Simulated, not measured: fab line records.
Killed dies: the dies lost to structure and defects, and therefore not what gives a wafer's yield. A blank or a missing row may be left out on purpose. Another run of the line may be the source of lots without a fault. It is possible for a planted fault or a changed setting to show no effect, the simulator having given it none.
Chamber matching | flow gf180mcu | 4 sister chambers for GF_V4_CMP_04 on cmp-01
The step polishes SiO2. 39 wafers are shown with their chamber, then 12 later ones without.

## WAFERS WITH THEIR CHAMBER
wafer  | chamber | motor current A (A) | time to endpoint s (s)
L076.1 | 3       | 11.3                | 77
L076.3 | 1       | 11.3                | 81
L076.4 | 0       | 12.1                | 85
L078.1 | 3       | 10.5                | 62
L078.2 | 1       | 11.5                | 63
L078.4 | 0       | 12.8                | 67
L079.1 | 3       | 10.5                | 67
L079.3 | 1       | 11.4                | 76
L079.4 | 0       | 12.2                | 71
L079.2 | 2       | 11.6                | 68
L079.5 | 0       | 13.1                | 75
L079.6 | 1       | 11.9                | 74
L080.3 | 2       | 11.8                | 74
L080.5 | 1       | 11.1                | 80
L080.6 | 0       | 11.5                | 77
L081.2 | 3       | 10.9                | 73
L081.5 | 1       | 11.6                | 84
L081.6 | 0       | 12.5                | 79
L082.1 | 0       | 12.1                | 69
L082.3 | 1       | 10.9                | 76
L082.6 | 2       | 11.4                | 69
L082.2 | 2       | 11.3                | 67
L082.4 | 3       | 11.3                | 73
L082.5 | 1       | 11.0                | 87
L083.1 | 2       | 11.4                | 78
L083.2 | 3       | 10.7                | 75
L083.6 | 2       | 12.2                | 83
L086.3 | 0       | 11.9                | 73
L086.5 | 0       | 12.1                | 81
L086.6 | 1       | 11.0                | 91
L090.1 | 0       | 12.7                | 65
L090.4 | 2       | 11.4                | 70
L090.5 | 1       | 11.4                | 75
L091.2 | 3       | 10.2                | 69
L091.3 | 1       | 11.3                | 75
L091.6 | 0       | 11.6                | 80
L093.1 | 1       | 11.6                | 77
L093.3 | 3       | 11.1                | 63
L093.6 | 0       | 12.3                | 78

SIGNATURES (means of the wafers above)
reading            | chamber 0 | chamber 1 | chamber 2 | chamber 3 | scatter within a chamber
motor current A    | 12.242    | 11.333    | 11.586    | 10.812    | 0.385
time to endpoint s | 75.00     | 78.25     | 72.71     | 69.88     | 6.33
Rule: a wafer lies at a distance from a chamber equal to the root of the sum of squares, over the readings, of (its reading less the chamber's mean, divided by the reading's scatter). If the next closest chamber is less than 2 further off than the closest, the wafer can't be placed; otherwise it belongs to the closest. The scatter: the root of (the sum of the squares of (reading less its chamber's mean) over the shown wafers, divided by (wafers less chambers)).

## WAFERS WITH NO CHAMBER GIVEN
wafer  | motor current A (A) | time to endpoint s (s)
L094.1 | 11.9                | 70
L094.4 | 10.7                | 75
L094.5 | 12.0                | 71
L095.1 | 11.3                | 70
L095.3 | 12.3                | 69
L095.4 | 11.1                | 73
L096.2 | 11.2                | 68
L096.4 | 11.8                | 73
L096.5 | 11.1                | 89
L097.1 | 11.8                | 68
L097.2 | 11.2                | 72
L097.6 | 11.4                | 74

## CHAMBER TAKEN BY EACH
wafer  | from the rows above               | in truth
L094.1 | can't be placed: 2 or 0 or 1 or 3 | 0
L094.4 | can't be placed: 3 or 1 or 2      | 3
L094.5 | can't be placed: 0 or 2 or 1      | 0
L095.1 | can't be placed: 2 or 3 or 1 or 0 | 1
L095.3 | can't be placed: 0 or 2 or 1      | 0
L095.4 | can't be placed: 3 or 1 or 2      | 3
L096.2 | can't be placed: 3 or 2 or 1 or 0 | 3
L096.4 | can't be placed: 2 or 0 or 1      | 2
L096.5 | can't be placed: 1 or 2 or 3 or 0 | 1
L097.1 | can't be placed: 2 or 0 or 1 or 3 | 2
L097.2 | can't be placed: 2 or 1 or 3 or 0 | 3
L097.6 | can't be placed: 2 or 1 or 3 or 0 | 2
Placed correctly: 0 of 12. Can't be placed from these rows: 12 (the true chamber is among the candidates in 12). Wrongly placed: 0.
